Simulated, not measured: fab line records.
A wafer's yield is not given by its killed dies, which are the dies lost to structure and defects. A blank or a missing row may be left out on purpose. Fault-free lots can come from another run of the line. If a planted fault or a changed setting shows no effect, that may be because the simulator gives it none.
The tool behind it: which one? :: flow gf180mcu :: Sampling: 24 lots, 72 wafers, 5 of 602 route steps

WHAT THE GAUGES SHOWED, per wafer
GF_V3_THK_MEAS_03. Usual: for V3_CVD_02_THK the level is 852 nm and the standard deviation is 10.
lot: L074
measured: day 21 12:16
on: filmMetro-04
V3_CVD_02_THK (nm): 842 850 855
flag: 

lot: L075
measured: day 21 17:07
on: filmMetro-04
V3_CVD_02_THK (nm): 840 842 848
flag: 

lot: L076
measured: day 22 02:56
on: filmMetro-01
V3_CVD_02_THK (nm): 841 858 861
flag: 

lot: L077
measured: day 22 13:28
on: filmMetro-01
V3_CVD_02_THK (nm): 846 852 855
flag: 

lot: L078
measured: day 22 21:53
on: filmMetro-01
V3_CVD_02_THK (nm): 848 853 855
flag: 

lot: L079
measured: day 23 06:20
on: filmMetro-01
V3_CVD_02_THK (nm): 853 853 854
flag: 

lot: L080
measured: day 24 03:04
on: filmMetro-01
V3_CVD_02_THK (nm): 851 862 858
flag: 

lot: L081
measured: day 24 07:08
on: filmMetro-02
V3_CVD_02_THK (nm): 845 861 872
flag: 

lot: L083
measured: day 24 10:11
on: filmMetro-02
V3_CVD_02_THK (nm): 846 852 837
flag: 

lot: L082
measured: day 24 13:19
on: filmMetro-02
V3_CVD_02_THK (nm): 854 865 851
flag: 

lot: L084
measured: day 25 04:26
on: filmMetro-04
V3_CVD_02_THK (nm): 846 861 857
flag: 

lot: L085
measured: day 25 23:14
on: filmMetro-04
V3_CVD_02_THK (nm): 844 858 871
flag: 

lot: L086
measured: day 26 02:25
on: filmMetro-01
V3_CVD_02_THK (nm): 865 866 872
flag: 

lot: L088
measured: day 26 04:08
on: filmMetro-01
V3_CVD_02_THK (nm): 839 852 861
flag: 

lot: L087
measured: day 26 08:37
on: filmMetro-01
V3_CVD_02_THK (nm): 853 865 869
flag: 

lot: L089
measured: day 27 00:08
on: filmMetro-02
V3_CVD_02_THK (nm): 838 856 861
flag: 

lot: L090
measured: day 27 00:47
on: filmMetro-01
V3_CVD_02_THK (nm): 852 871 872
flag: 

lot: L091
measured: day 27 05:05
on: filmMetro-02
V3_CVD_02_THK (nm): 856 846 854
flag: 

lot: L092
measured: day 27 20:46
on: filmMetro-01
V3_CVD_02_THK (nm): 846 852 855
flag: 

lot: L093
measured: day 27 23:13
on: filmMetro-01
V3_CVD_02_THK (nm): 848 842 858
flag: 

lot: L094
measured: day 28 03:17
on: filmMetro-02
V3_CVD_02_THK (nm): 842 874 863
flag: 

lot: L095
measured: day 28 15:28
on: filmMetro-04
V3_CVD_02_THK (nm): 843 856 861
flag: 

lot: L096
measured: day 28 17:47
on: filmMetro-02
V3_CVD_02_THK (nm): 834 845 850
flag: 

lot: L097
measured: day 28 20:16
on: filmMetro-02
V3_CVD_02_THK (nm): 839 827 842
flag: 

GF_MIM_RS_MEAS_10: uses a four-point probe to measure. Usual: for MIM_ALCU_RS the level is 0.1600 ohm/sq and the standard deviation is 0.0013.
lot: L074
measured: day 24 12:08
on: filmMetro-03
MIM_ALCU_RS (ohm/sq): 0.1613 0.1592 0.1597
flag: 

lot: L075
measured: day 25 02:31
on: filmMetro-01
MIM_ALCU_RS (ohm/sq): 0.1605 0.1604 0.1610
flag: 

lot: L076
measured: day 25 05:32
on: filmMetro-01
MIM_ALCU_RS (ohm/sq): 0.1604 0.1615 0.1631
flag: 

lot: L077
measured: day 25 11:54
on: filmMetro-03
MIM_ALCU_RS (ohm/sq): 0.1610 0.1601 0.1614
flag: 

lot: L078
measured: day 26 01:25
on: filmMetro-01
MIM_ALCU_RS (ohm/sq): 0.1605 0.1583 0.1592
flag: 

lot: L079
measured: day 26 05:29
on: filmMetro-01
MIM_ALCU_RS (ohm/sq): 0.1612 0.1589 0.1598
flag: 

lot: L080
measured: day 27 00:46
on: filmMetro-03
MIM_ALCU_RS (ohm/sq): 0.1585 0.1582 0.1599
flag: 

lot: L081
measured: day 27 04:11
on: filmMetro-03
MIM_ALCU_RS (ohm/sq): 0.1604 0.1601 0.1584
flag: 

lot: L083
measured: day 27 08:28
on: filmMetro-01
MIM_ALCU_RS (ohm/sq): 0.1600 0.1612 0.1604
flag: 

lot: L082
measured: day 27 09:40
on: filmMetro-01
MIM_ALCU_RS (ohm/sq): 0.1619 0.1606 0.1618
flag: 

lot: L084
measured: day 27 23:42
on: filmMetro-03
MIM_ALCU_RS (ohm/sq): 0.1574 0.1579 0.1571
flag: 

lot: L085
measured: day 28 17:06
on: filmMetro-03
MIM_ALCU_RS (ohm/sq): 0.1601 0.1588 0.1602
flag: 

lot: L086
measured: day 28 20:20
on: filmMetro-01
MIM_ALCU_RS (ohm/sq): 0.1591 0.1591 0.1603
flag: 

lot: L088
measured: day 28 22:54
on: filmMetro-01
MIM_ALCU_RS (ohm/sq): 0.1583 0.1574 0.1570
flag: 

lot: L087
measured: day 29 01:17
on: filmMetro-01
MIM_ALCU_RS (ohm/sq): 0.1610 0.1598 0.1603
flag: 

lot: L089
measured: day 29 15:14
on: filmMetro-01
MIM_ALCU_RS (ohm/sq): 0.1590 0.1596 0.1587
flag: 

lot: L090
measured: day 29 17:17
on: filmMetro-03
MIM_ALCU_RS (ohm/sq): 0.1593 0.1596 0.1591
flag: 

lot: L091
measured: day 29 21:20
on: filmMetro-01
MIM_ALCU_RS (ohm/sq): 0.1583 0.1588 0.1604
flag: 

lot: L092
measured: day 30 11:38
on: filmMetro-01
MIM_ALCU_RS (ohm/sq): 0.1615 0.1613 0.1609
flag: 

lot: L093
measured: day 30 13:14
on: filmMetro-01
MIM_ALCU_RS (ohm/sq): 0.1598 0.1594 0.1589
flag: 

lot: L094
measured: day 30 18:04
on: filmMetro-03
MIM_ALCU_RS (ohm/sq): 0.1618 0.1614 0.1619
flag: 

lot: L095
measured: day 31 04:56
on: filmMetro-01
MIM_ALCU_RS (ohm/sq): 0.1598 0.1617 0.1601
flag: 

lot: L096
measured: day 31 07:28
on: filmMetro-01
MIM_ALCU_RS (ohm/sq): 0.1590 0.1623 0.1613
flag: 

lot: L097
measured: day 31 08:56
on: filmMetro-01
MIM_ALCU_RS (ohm/sq): 0.1599 0.1593 0.1590
flag: 

TOOL THAT RAN EACH LOT (tool first, then ch and the chambers of the sampled wafers, then the start)
lot: L074
GF_V2_SPUTTER_21: pvdSputter-01, day 20 10:47
GF_V3_CMP_04: cmp-02 ch 0,2,3, day 21 12:29
GF_V3_SPUTTER_22: pvdSputter-04, day 22 12:44

lot: L075
GF_V2_SPUTTER_21: pvdSputter-02, day 20 14:50
GF_V3_CMP_04: cmp-02 ch 0,1,3, day 21 17:16
GF_V3_SPUTTER_22: pvdSputter-03, day 22 17:38

lot: L076
GF_V2_SPUTTER_21: pvdSputter-02, day 21 01:14
GF_V3_CMP_04: cmp-01 ch 0,1,3, day 22 03:02
GF_V3_SPUTTER_22: pvdSputter-04, day 23 03:29

lot: L077
GF_V2_SPUTTER_21: pvdSputter-02, day 21 12:11
GF_V3_CMP_04: cmp-02 ch 0,1, day 22 13:34
GF_V3_SPUTTER_22: pvdSputter-03, day 23 11:41

lot: L078
GF_V2_SPUTTER_21: pvdSputter-01, day 21 20:47
GF_V3_CMP_04: cmp-01 ch 0,2, day 23 03:31
GF_V3_SPUTTER_22: pvdSputter-02, day 24 02:16

lot: L079
GF_V2_SPUTTER_21: pvdSputter-02, day 22 05:50
GF_V3_CMP_04: cmp-02 ch 1,2, day 23 06:26
GF_V3_SPUTTER_22: pvdSputter-02, day 24 06:22

lot: L080
GF_V2_SPUTTER_21: pvdSputter-02, day 22 21:11
GF_V3_CMP_04: cmp-02 ch 1,3, day 24 03:10
GF_V3_SPUTTER_22: pvdSputter-03, day 25 01:59

lot: L081
GF_V2_SPUTTER_21: pvdSputter-04, day 23 07:03
GF_V3_CMP_04: cmp-01 ch 0,1,2, day 24 07:17
GF_V3_SPUTTER_22: pvdSputter-03, day 25 06:14

lot: L083
GF_V2_SPUTTER_21: pvdSputter-01, day 23 09:26
GF_V3_CMP_04: cmp-01 ch 0,2,3, day 24 10:15
GF_V3_SPUTTER_22: pvdSputter-04, day 25 09:22

lot: L082
GF_V2_SPUTTER_21: pvdSputter-02, day 23 13:50
GF_V3_CMP_04: cmp-01 ch 1,2, day 24 13:23
GF_V3_SPUTTER_22: pvdSputter-03, day 25 11:38

lot: L084
GF_V2_SPUTTER_21: pvdSputter-02, day 24 04:10
GF_V3_CMP_04: cmp-01 ch 0,2,3, day 25 04:32
GF_V3_SPUTTER_22: pvdSputter-03, day 26 02:41

lot: L085
GF_V2_SPUTTER_21: pvdSputter-02, day 25 00:14
GF_V3_CMP_04: cmp-01 ch 1,2,3, day 25 23:20
GF_V3_SPUTTER_22: pvdSputter-02, day 26 21:08

lot: L086
GF_V2_SPUTTER_21: pvdSputter-01, day 25 03:28
GF_V3_CMP_04: cmp-02 ch 0,1, day 26 02:38
GF_V3_SPUTTER_22: pvdSputter-04, day 27 00:41

lot: L088
GF_V2_SPUTTER_21: pvdSputter-04, day 25 05:47
GF_V3_CMP_04: cmp-01 ch 1,2, day 26 04:11
GF_V3_SPUTTER_22: pvdSputter-03, day 27 02:23

lot: L087
GF_V2_SPUTTER_21: pvdSputter-02, day 25 08:22
GF_V3_CMP_04: cmp-02 ch 0,2,3, day 26 08:41
GF_V3_SPUTTER_22: pvdSputter-02, day 27 06:20

lot: L089
GF_V2_SPUTTER_21: pvdSputter-01, day 26 01:50
GF_V3_CMP_04: cmp-01 ch 1,3, day 27 00:11
GF_V3_SPUTTER_22: pvdSputter-04, day 27 20:52

lot: L090
GF_V2_SPUTTER_21: pvdSputter-02, day 26 01:53
GF_V3_CMP_04: cmp-01 ch 2,3, day 27 00:50
GF_V3_SPUTTER_22: pvdSputter-03, day 27 22:47

lot: L091
GF_V2_SPUTTER_21: pvdSputter-01, day 26 06:53
GF_V3_CMP_04: cmp-01 ch 1,2,3, day 27 05:11
GF_V3_SPUTTER_22: pvdSputter-03, day 28 02:41

lot: L092
GF_V2_SPUTTER_21: pvdSputter-02, day 26 23:20
GF_V3_CMP_04: cmp-01 ch 0,1, day 27 20:52
GF_V3_SPUTTER_22: pvdSputter-02, day 28 17:40

lot: L093
GF_V2_SPUTTER_21: pvdSputter-01, day 27 00:48
GF_V3_CMP_04: cmp-01 ch 0,1,3, day 27 23:40
GF_V3_SPUTTER_22: pvdSputter-04, day 28 19:40

lot: L094
GF_V2_SPUTTER_21: pvdSputter-04, day 27 05:35
GF_V3_CMP_04: cmp-02 ch 1,2,3, day 28 03:24
GF_V3_SPUTTER_22: pvdSputter-02, day 29 00:02

lot: L095
GF_V2_SPUTTER_21: pvdSputter-02, day 27 17:17
GF_V3_CMP_04: cmp-02 ch 2,3, day 28 15:32
GF_V3_SPUTTER_22: pvdSputter-03, day 29 11:46

lot: L096
GF_V2_SPUTTER_21: pvdSputter-02, day 27 20:52
GF_V3_CMP_04: cmp-02 ch 0,1,2, day 28 17:56
GF_V3_SPUTTER_22: pvdSputter-04, day 29 14:28

lot: L097
GF_V2_SPUTTER_21: pvdSputter-04, day 27 22:50
GF_V3_CMP_04: cmp-01 ch 2,3, day 28 20:19
GF_V3_SPUTTER_22: pvdSputter-03, day 29 16:44
- GF_V2_SPUTTER_21: material Ti, target thk 15 nm, time 80.02 s.
- GF_V3_CMP_04: polishes SiO2.
- GF_V3_SPUTTER_22: material TiN, target thk 10 nm, time 40 s.

AS READ BY THE TOOLS THEMSELVES (means over the sampled wafers that have a number; for cases with no such wafer, the mark the record gives instead)
GF_V2_SPUTTER_21. Usual: substrateTempC 200.01 C, standard deviation 0.16; throttleValvePct 29.5 %, standard deviation 1.1.
lot: L074
tool: pvdSputter-01
substrateTempC (C): 199.93
throttleValvePct (%): 29.5
flag: 

lot: L075
tool: pvdSputter-02
substrateTempC (C): 199.90
throttleValvePct (%): 29.0
flag: 

lot: L076
tool: pvdSputter-02
substrateTempC (C): 200.02
throttleValvePct (%): 30.1
flag: 

lot: L077
tool: pvdSputter-02
substrateTempC (C): 200.00
throttleValvePct (%): 30.2
flag: 

lot: L078
tool: pvdSputter-01
substrateTempC (C): 200.02
throttleValvePct (%): 30.9
flag: 

lot: L079
tool: pvdSputter-02
substrateTempC (C): 199.89
throttleValvePct (%): 28.5
flag: 

lot: L080
tool: pvdSputter-02
substrateTempC (C): 199.95
throttleValvePct (%): 29.4
flag: 

lot: L081
tool: pvdSputter-04
substrateTempC (C): 199.98
throttleValvePct (%): 30.5
flag: 

lot: L083
tool: pvdSputter-01
substrateTempC (C): 200.11
throttleValvePct (%): 29.5
flag: 

lot: L082
tool: pvdSputter-02
substrateTempC (C): 200.05
throttleValvePct (%): 28.5
flag: 

lot: L084
tool: pvdSputter-02
substrateTempC (C): 200.01
throttleValvePct (%): 29.1
flag: 

lot: L085
tool: pvdSputter-02
substrateTempC (C): 199.90
throttleValvePct (%): 29.6
flag: 

lot: L086
tool: pvdSputter-01
substrateTempC (C): 200.01
throttleValvePct (%): 30.9
flag: 

lot: L088
tool: pvdSputter-04
substrateTempC (C): 200.13
throttleValvePct (%): 30.6
flag: 

lot: L087
tool: pvdSputter-02
substrateTempC (C): 200.00
throttleValvePct (%): 28.5
flag: 

lot: L089
tool: pvdSputter-01
substrateTempC (C): 199.93
throttleValvePct (%): 28.6
flag: 

lot: L090
tool: pvdSputter-02
substrateTempC (C): 200.04
throttleValvePct (%): 28.4
flag: 

lot: L091
tool: pvdSputter-01
substrateTempC (C): 200.05
throttleValvePct (%): 30.3
flag: 

lot: L092
tool: pvdSputter-02
substrateTempC (C): 200.14
throttleValvePct (%): 29.1
flag: 

lot: L093
tool: pvdSputter-01
substrateTempC (C): 200.12
throttleValvePct (%): 30.1
flag: 

lot: L094
tool: pvdSputter-04
substrateTempC (C): 199.97
throttleValvePct (%): 30.1
flag: 

lot: L095
tool: pvdSputter-02
substrateTempC (C): 199.81
throttleValvePct (%): 28.7
flag: 

lot: L096
tool: pvdSputter-02
substrateTempC (C): 200.07
throttleValvePct (%): 29.1
flag: 

lot: L097
tool: pvdSputter-04
substrateTempC (C): 200.16
throttleValvePct (%): 30.3
flag: 

GF_V3_CMP_04. Usual: motorCurrentA 11.9 A, standard deviation 1.2; timeToEndpointS 81 s, standard deviation 4.6.
lot: L074
tool: cmp-02
motorCurrentA (A): 11.5
timeToEndpointS (s): 79
flag: 

lot: L075
tool: cmp-02
motorCurrentA (A): 11.9
timeToEndpointS (s): 79
flag: 

lot: L076
tool: cmp-01
motorCurrentA (A): 12.5
timeToEndpointS (s): 78
flag: 

lot: L077
tool: cmp-02
motorCurrentA (A): 12.1
timeToEndpointS (s): 78
flag: 

lot: L078
tool: cmp-01
motorCurrentA (A): 10.8
timeToEndpointS (s): 82
flag: 

lot: L079
tool: cmp-02
motorCurrentA (A): 11.8
timeToEndpointS (s): 80
flag: 

lot: L080
tool: cmp-02
motorCurrentA (A): 12.5
timeToEndpointS (s): 84
flag: 

lot: L081
tool: cmp-01
motorCurrentA (A): 11.6
timeToEndpointS (s): 84
flag: 

lot: L083
tool: cmp-01
motorCurrentA (A): 11.4
timeToEndpointS (s): 83
flag: 

lot: L082
tool: cmp-01
motorCurrentA (A): 11.4
timeToEndpointS (s): 83
flag: 

lot: L084
tool: cmp-01
motorCurrentA (A): 11.7
timeToEndpointS (s): 82
flag: 

lot: L085
tool: cmp-01
motorCurrentA (A): 12.4
timeToEndpointS (s): 84
flag: 

lot: L086
tool: cmp-02
motorCurrentA (A): 11.6
timeToEndpointS (s): 84
flag: 

lot: L088
tool: cmp-01
motorCurrentA (A): 12.7
timeToEndpointS (s): 81
flag: 

lot: L087
tool: cmp-02
motorCurrentA (A): 11.5
timeToEndpointS (s): 83
flag: 

lot: L089
tool: cmp-01
motorCurrentA (A): 13.7
timeToEndpointS (s): 84
flag: 

lot: L090
tool: cmp-01
motorCurrentA (A): 11.7
timeToEndpointS (s): 90
flag: 

lot: L091
tool: cmp-01
motorCurrentA (A): 12.5
timeToEndpointS (s): 85
flag: 

lot: L092
tool: cmp-01
motorCurrentA (A): 12.9
timeToEndpointS (s): 84
flag: 

lot: L093
tool: cmp-01
motorCurrentA (A): 12.7
timeToEndpointS (s): 78
flag: 

lot: L094
tool: cmp-02
motorCurrentA (A): 11.9
timeToEndpointS (s): 83
flag: 

lot: L095
tool: cmp-02
motorCurrentA (A): 11.1
timeToEndpointS (s): 81
flag: 

lot: L096
tool: cmp-02
motorCurrentA (A): 11.3
timeToEndpointS (s): 77
flag: 

lot: L097
tool: cmp-01
motorCurrentA (A): 11.6
timeToEndpointS (s): 76
flag: 

GF_V3_SPUTTER_22. Usual: throttleValvePct at 29.6 %, with a standard deviation of 0.82.
lot: L074
tool: pvdSputter-04
throttleValvePct (%): 30.4
flag: 

lot: L075
tool: pvdSputter-03
throttleValvePct (%): 29.8
flag: 

lot: L076
tool: pvdSputter-04
throttleValvePct (%): 30.1
flag: 

lot: L077
tool: pvdSputter-03
throttleValvePct (%): 29.6
flag: 

lot: L078
tool: pvdSputter-02
throttleValvePct (%): 28.4
flag: 

lot: L079
tool: pvdSputter-02
throttleValvePct (%): 28.5
flag: 

lot: L080
tool: pvdSputter-03
throttleValvePct (%): 29.5
flag: 

lot: L081
tool: pvdSputter-03
throttleValvePct (%): 29.5
flag: 

lot: L083
tool: pvdSputter-04
throttleValvePct (%): 30.1
flag: 

lot: L082
tool: pvdSputter-03
throttleValvePct (%): 29.6
flag: 

lot: L084
tool: pvdSputter-03
throttleValvePct (%): 29.4
flag: 

lot: L085
tool: pvdSputter-02
throttleValvePct (%): 29.2
flag: 

lot: L086
tool: pvdSputter-04
throttleValvePct (%): 30.3
flag: 

lot: L088
tool: pvdSputter-03
throttleValvePct (%): 29.7
flag: 

lot: L087
tool: pvdSputter-02
throttleValvePct (%): 28.9
flag: 

lot: L089
tool: pvdSputter-04
throttleValvePct (%): 30.4
flag: 

lot: L090
tool: pvdSputter-03
throttleValvePct (%): 29.5
flag: 

lot: L091
tool: pvdSputter-03
throttleValvePct (%): 29.5
flag: 

lot: L092
tool: pvdSputter-02
throttleValvePct (%): 29.6
flag: 

lot: L093
tool: pvdSputter-04
throttleValvePct (%): 30.1
flag: 

lot: L094
tool: pvdSputter-02
throttleValvePct (%): 29.9
flag: 

lot: L095
tool: pvdSputter-03
throttleValvePct (%): 29.5
flag: 

lot: L096
tool: pvdSputter-04
throttleValvePct (%): 30.4
flag: 

lot: L097
tool: pvdSputter-03
throttleValvePct (%): 29.5
flag: 

THE ANSWER, worked out from the rows above alone
Rule: a lot is off if the mean of its wafers that have a number lies more than 3 standard deviations from the usual mean. Also off: a lot with no number at a reading for which 4 or more lots have one. The other lots that the step has rows for count as sound. The gauges are gone through in route order, then the tools' own readings, and for those a lot's mean is taken as printed above. The first step at which some lot is off is used, and at that step the reading that is off furthest; a lot without a number counts as furthest.
No lot is off at any reading shown: from this, nothing can be told.

WHAT THE SIMULATOR HAD INSERTED
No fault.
